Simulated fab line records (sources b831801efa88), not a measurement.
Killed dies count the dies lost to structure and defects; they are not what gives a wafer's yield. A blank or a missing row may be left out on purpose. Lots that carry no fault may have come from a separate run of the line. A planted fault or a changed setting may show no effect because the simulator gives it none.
8D (eight disciplines) problem report, filled in by code / flow gf180mcu / the parts of the form that need people (team, actions taken, sign-off) are left out

== 1. WHAT IS WRONG ==
Across 6 wafers from 2 lots, V2_CVD_02_THK at GF_V2_THK_MEAS_03 averages 1386 nm, while fault-free wafers read 853 nm with a standard deviation of 11. That puts it +48 standard deviations away from the usual mean.
First seen on wafer L184.2, day 25 10:50, on film_metro-04. At this step, 36 wafers from 12 lots have a number in the record. Rule for "out" (also "out of limits"): further than 4 standard deviations from the usual mean. All remaining wafers that have a number are taken as sound.

== 2. WHAT IT IS; WHAT IT IS NOT ==
question=which readings at this step | is=V2_CVD_02_THK | is not=-
question=which lots | is=L184, L185 | is not=L167, L171, L174, L175, L176, L177, L186, L188, L189, L190
question=which wafers of those lots | is=all that have a number | is not=-
question=read on which gauges | is=film_metro-03, film_metro-04 | is not=film_metro-01
question=when | is=from day 25 10:50 | is not=up to then (18 sound wafers); but 12 sound wafers of L186, L188, L189, L190 came after

== 3. SUSPECTS, AND WHAT RULES EACH OUT ==
Counting: a tool stays on the suspect list if, at a process step up to the reading, it processed all lots that are out and no sound lot following the first of them.
- the gauge at GF_V2_THK_MEAS_03: ruled out. 2 gauges (film_metro-03, film_metro-04) read the wafers that are out.
- pecvd-04 at GF_V2_CVD_02 (deposits SiO2 from TEOS, target thk 850 nm, time 94.851 s): kept. Every lot that is out went through it, starting with L184 (day 25 10:45), and after that it ran no sound lot; the last sound lot it ran before then is L176 (day 22 19:42).
After counting, what remains is pecvd-04 at GF_V2_CVD_02.

== 4. THE CAUSE (what the simulator had put in) ==
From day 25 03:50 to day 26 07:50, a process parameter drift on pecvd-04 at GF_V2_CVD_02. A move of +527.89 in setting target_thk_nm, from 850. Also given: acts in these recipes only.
After counting, this tool was the only one left.

== 5. THE CHAIN OF EFFECTS, in route order ==
Each row: a reading whose mean over the struck wafers that have a number lies more than 3 standard deviations from the usual. Only readings whose record carries a usual standard deviation are examined. hours: median over the lots of the time between each lot's start at the first step of this table that gives one and its start at this step. sigmas: the change, counted in usual standard deviations.
hours=0; step=GF_V2_THK_MEAS_03; reading=V2_CVD_02_THK; usual=853 nm; on struck wafers=1386; change=+532; sigmas=+48
hours=0; step=GF_V2_CMP_04; reading=time_to_endpoint_s; usual=80 s; on struck wafers=270; change=+190; sigmas=+38
Here are the process steps it includes:
- GF_V2_CMP_04: polishes SiO2.
At these later measuring or inspecting steps, every struck wafer for which the step has a row has a number for every such reading, and none has moved that far: GF_V2_OVL_MEAS_15.

== 6. WHAT WOULD HAVE CAUGHT IT SOONER ==
7 hours passed between the start of the fault at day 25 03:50 and the first reading out of limits at a measuring or inspecting step in this record, taken at day 25 10:50.
No tool reading at GF_V2_CVD_02 that has a usual standard deviation in the record was out on any struck wafer, so an alarm limit of 4 standard deviations on those readings would not have fired.
L185, from the lots that are out (2), started GF_V2_CVD_02 on pecvd-04 later than day 25 10:50. A hold on the tool at that time would have spared it.
